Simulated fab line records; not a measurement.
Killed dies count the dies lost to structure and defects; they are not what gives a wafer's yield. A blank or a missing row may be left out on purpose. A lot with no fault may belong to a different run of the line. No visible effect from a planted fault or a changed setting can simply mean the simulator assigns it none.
Which tool was responsible? | flow sky130 | Sampling: 12 lots, 36 wafers, 5 of 708 route steps

## WHAT EACH GAUGE READ, for each wafer
SKY_METAL3_OVL_MEAS_14. Usual: METAL3_OVL -3 nm, standard deviation 5.4.
lot  | measured     | on         | METAL3_OVL (nm) | flag
L595 | day 39 16:55 | overlay-01 | 14 -3 2         | 
L597 | day 39 23:01 | overlay-02 | -14 -9 -6       | 
L599 | day 40 08:37 | overlay-02 | -1 -11 0        | 
L598 | day 40 08:58 | overlay-01 | 2 0 -4          | 
L601 | day 41 04:48 | overlay-01 | -1 -1 4         | 
L603 | day 41 16:42 | overlay-02 | -4 -1 5         | 
L604 | day 41 19:46 | overlay-01 | 0 -2 0          | 
L605 | day 42 03:25 | overlay-02 | -19 -8 -7       | 
L606 | day 42 05:54 | overlay-02 | -4 -4 -4        | 
L607 | day 42 17:09 | overlay-02 | -1 1 -4         | 
L608 | day 43 11:55 | overlay-02 | -2 1 -7         | 
L611 | day 44 13:40 | overlay-01 | -11 -6 -7       | 

SKY_VIA4_THK_MEAS_01. Usual: VIA4_HDPCVD_THK 1748 nm, standard deviation 17.
lot  | measured     | on           | VIA4_HDPCVD_THK (nm) | flag
L595 | day 42 23:59 | filmMetro-03 | 1745 1764 1746       | 
L597 | day 43 04:35 | filmMetro-01 | 1770 1785 1731       | 
L599 | day 43 14:47 | filmMetro-03 | 1736 1763 1719       | 
L598 | day 43 15:50 | filmMetro-03 | 1738 1737 1736       | 
L601 | day 44 09:04 | filmMetro-01 | 1739 1763 1742       | 
L603 | day 44 20:26 | filmMetro-03 | 1752 1765 1797       | 
L604 | day 44 23:34 | filmMetro-02 | 1756 1748 1770       | 
L605 | day 45 06:32 | filmMetro-01 | 1780 1763 1766       | 
L606 | day 45 08:52 | filmMetro-01 | 2624 2610 2624       | OFF
L607 | day 45 19:30 | filmMetro-03 | 2623 2639 2627       | OFF
L608 | day 46 12:52 | filmMetro-03 | 1740 1746 1747       | 
L611 | day 47 13:13 | filmMetro-03 | 1751 1761 1734       | 

## TOOL THAT RAN EACH LOT (tool first, then ch and the chambers of the sampled wafers, then the start)
lot  | SKY_METAL4_SPUTTER_03       | SKY_CAP2M_CVD_00                | SKY_VIA4_HDPCVD_00
L595 | pvdSputter-01, day 40 21:25 | pecvd-03 ch 0,1, day 40 21:29   | hdpcvd-01 ch 0,1, day 42 23:43
L597 | pvdSputter-04, day 41 02:53 | pecvd-03 ch 0,1,2, day 41 02:58 | hdpcvd-02 ch 0,1,2, day 43 04:24
L599 | pvdSputter-01, day 41 12:55 | pecvd-04 ch 0,1,2, day 41 12:59 | hdpcvd-02 ch 0,1,2, day 43 14:37
L598 | pvdSputter-03, day 41 13:49 | pecvd-01 ch 0,2, day 41 13:53   | hdpcvd-02 ch 1,2, day 43 15:40
L601 | pvdSputter-03, day 42 07:44 | pecvd-04 ch 1,2, day 42 07:48   | hdpcvd-02 ch 1,2, day 44 08:52
L603 | pvdSputter-01, day 42 20:58 | pecvd-04 ch 0,2, day 42 21:02   | hdpcvd-01 ch 0,1, day 44 20:15
L604 | pvdSputter-03, day 42 23:35 | pecvd-03 ch 0,1, day 42 23:39   | hdpcvd-01 ch 1,2, day 44 23:22
L605 | pvdSputter-01, day 43 06:34 | pecvd-01 ch 1,2, day 43 06:37   | hdpcvd-01 ch 0,1, day 45 06:21
L606 | pvdSputter-03, day 43 09:12 | pecvd-04 ch 0, day 43 09:16     | hdpcvd-01 ch 0,1, day 45 08:41
L607 | pvdSputter-03, day 43 19:53 | pecvd-01 ch 0,2, day 43 19:56   | hdpcvd-01 ch 0,2, day 45 19:19
L608 | pvdSputter-03, day 44 13:50 | pecvd-03 ch 0,1, day 44 13:55   | hdpcvd-02 ch 1,2, day 46 12:41
L611 | pvdSputter-01, day 45 16:00 | pecvd-03 ch 0,2, day 45 16:04   | hdpcvd-02 ch 0,1,2, day 47 13:01
- SKY_METAL4_SPUTTER_03: material Ti, target thk 5 nm, time 3.3 s.
- SKY_CAP2M_CVD_00: deposits SiO2, target thk 15.5 nm.
- SKY_VIA4_HDPCVD_00: deposits SiO2, target thk 1750 nm, time 291.7 s.

## WHAT THE TOOLS THEMSELVES READ (means of the sampled wafers that have a number; where no wafer has one, the mark that the record gives instead)
SKY_METAL4_SPUTTER_03. Usual: throttleValvePct at 29.6 %, with a standard deviation of 1.3.
lot  | tool          | throttleValvePct (%) | flag
L595 | pvdSputter-01 | 30.1                 | 
L597 | pvdSputter-04 | 30.9                 | 
L599 | pvdSputter-01 | 30.0                 | 
L598 | pvdSputter-03 | 29.6                 | 
L601 | pvdSputter-03 | 28.8                 | 
L603 | pvdSputter-01 | 29.4                 | 
L604 | pvdSputter-03 | 29.4                 | 
L605 | pvdSputter-01 | 29.8                 | 
L606 | pvdSputter-03 | 28.7                 | 
L607 | pvdSputter-03 | 29.3                 | 
L608 | pvdSputter-03 | 30.0                 | 
L611 | pvdSputter-01 | 29.7                 | 

SKY_CAP2M_CVD_00. Usual: heaterPowerW 739 W, standard deviation 120; rfFwdPowerW 442.5 W, standard deviation 2.3.
lot  | tool     | heaterPowerW (W) | rfFwdPowerW (W) | flag
L595 | pecvd-03 | 762              | 442.3           | 
L597 | pecvd-03 | 693              | 440.7           | 
L599 | pecvd-04 | 827              | 442.0           | 
L598 | pecvd-01 | 692              | 444.3           | 
L601 | pecvd-04 | 842              | 442.8           | 
L603 | pecvd-04 | 851              | 442.9           | 
L604 | pecvd-03 | 776              | 441.5           | 
L605 | pecvd-01 | 654              | 444.1           | 
L606 | pecvd-04 | 839              | 440.8           | 
L607 | pecvd-01 | 666              | 445.2           | 
L608 | pecvd-03 | 822              | 439.3           | 
L611 | pecvd-03 | 602              | 442.1           | 

SKY_VIA4_HDPCVD_00. Usual: sih4FlowSccm at 60.00 sccm, with a standard deviation of 0.16.
lot  | tool      | sih4FlowSccm (sccm) | flag
L595 | hdpcvd-01 | 59.90               | 
L597 | hdpcvd-02 | 59.87               | 
L599 | hdpcvd-02 | 59.87               | 
L598 | hdpcvd-02 | 60.21               | 
L601 | hdpcvd-02 | 59.91               | 
L603 | hdpcvd-01 | 59.90               | 
L604 | hdpcvd-01 | 60.07               | 
L605 | hdpcvd-01 | 59.99               | 
L606 | hdpcvd-01 | 90.02               | OFF
L607 | hdpcvd-01 | 89.97               | OFF
L608 | hdpcvd-02 | 59.93               | 
L611 | hdpcvd-02 | 59.95               | 

## THE ANSWER, worked out from the rows above alone
Rule: lot off if the mean of its wafers having a number is beyond 3 standard deviations from the usual mean. Also off: a lot with no number at a reading for which 4 or more lots have one. The other lots that the step has rows for count as sound. The gauges are gone through in route order, then the tools' own readings, and for those a lot's mean is taken as printed above. At the first step where some lot is off, the reading lying furthest off is the one used; lots without a number count as furthest.
Off: L606, L607, at SKY_VIA4_THK_MEAS_01 (VIA4_HDPCVD_THK).
A tool fits if, at a process step before that reading, it ran every lot that is off, and no sound lot after the first of them. The gauges at SKY_VIA4_THK_MEAS_01 aren't tried: what is off there is off at SKY_VIA4_HDPCVD_00 too, on other tools, and a gauge's error can't cause that. One candidate fits, namely hdpcvd-01 at SKY_VIA4_HDPCVD_00. Its last sound lot is L605 (day 45 06:21), its first lot that is off L606 (day 45 08:41): a fault that began between those two fits.
The tool's own readings at SKY_VIA4_HDPCVD_00 bear it out: on the lots that are off they differ by more than 5 times the standard deviation of the sound lots' means. sih4FlowSccm reads 90.00 sccm there against 59.96 sccm on the sound lots.

## WHAT HAD BEEN PUT IN BY THE SIMULATOR
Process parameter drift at SKY_VIA4_HDPCVD_00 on hdpcvd-01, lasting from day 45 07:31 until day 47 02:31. From 60, the setting sih4FlowSccm moved by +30. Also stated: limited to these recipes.
Struck lots among those shown: L606, L607. Same finding as the rule above.
